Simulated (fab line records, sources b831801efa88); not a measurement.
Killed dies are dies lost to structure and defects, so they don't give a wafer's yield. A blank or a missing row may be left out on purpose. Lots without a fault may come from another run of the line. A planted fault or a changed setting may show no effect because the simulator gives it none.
One fault seen from 2 desks | flow sky130 | each desk has only its own numbers; what lay behind them comes last

THE METROLOGY DESK
What the gauges read, lot by lot, whatever tool the lot ran on: means of the sampled wafers that have a number. A lot is out of limits, marked OUT, if its mean lies more than 4 standard deviations from the usual mean; the brackets give that distance.
Columns: A = CAPM_TIN_THK at SKY_CAPM_THK_MEAS_04, usual 195.8 nm
lot  | first seen here | A
L365 | day 36 23:54    | 198.8
L366 | day 37 00:04    | 193.7
L367 | day 37 12:29    | 195.3
L368 | day 37 15:26    | 194.2
L371 | day 38 22:01    | 199.5
L374 | day 39 18:37    | 193.7
L380 | day 41 05:30    | 192.5
L379 | day 41 08:41    | 197.1
L378 | day 41 11:35    | 199.2
L386 | day 43 00:47    | 192.9
L388 | day 43 07:14    | 199.0
This desk's finding: nothing out of limits on any of the 11 lots.

THE TOOL OWNER'S DESK: pvd_sputter-01
The tool's own readings at SKY_METAL3_SPUTTER_02 (material AlCu, target thk 735 nm, time 39.1 s): means of the sampled wafers that have a number, for each lot that ran on this tool. A lot is out of limits, marked OUT, if its mean lies more than 4 standard deviations from the usual mean; the brackets give that distance.
Columns: A = cathode_dc_power_W at SKY_METAL3_SPUTTER_02, usual 10600 W; B = throttle_valve_pct at SKY_METAL3_SPUTTER_02, usual 30.2 %
lot  | first seen here | A                       | B
L366 | day 36 23:38    | 10603                   | 29.7
L374 | day 39 18:11    | 10600                   | 30.6
L379 | day 41 08:16    | 10310 (-99 or more) OUT | 30.4
This desk's finding: out of limits on L379; first on L379, day 41 08:16 (cathode_dc_power_W at SKY_METAL3_SPUTTER_02). In limits: L366, L374.

PUT TOGETHER
The tool owner's desk could have raised an alarm at day 41 08:16, on L379.
The metrology desk saw nothing out of limits.
The metrology desk has L379 on record, within its limits.
Of the lots named, all ran SKY_METAL3_SPUTTER_02 on pvd_sputter-01.

WHAT THE SIMULATOR HAD PUT IN
Process parameter drift: pvd_sputter-01, from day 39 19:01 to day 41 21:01, at SKY_METAL3_SPUTTER_02. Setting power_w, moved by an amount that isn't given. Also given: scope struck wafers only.
Lots struck among those shown: L379.
Hours from the fault's start to each desk's first reading out of limits: the tool owner's desk, 37.
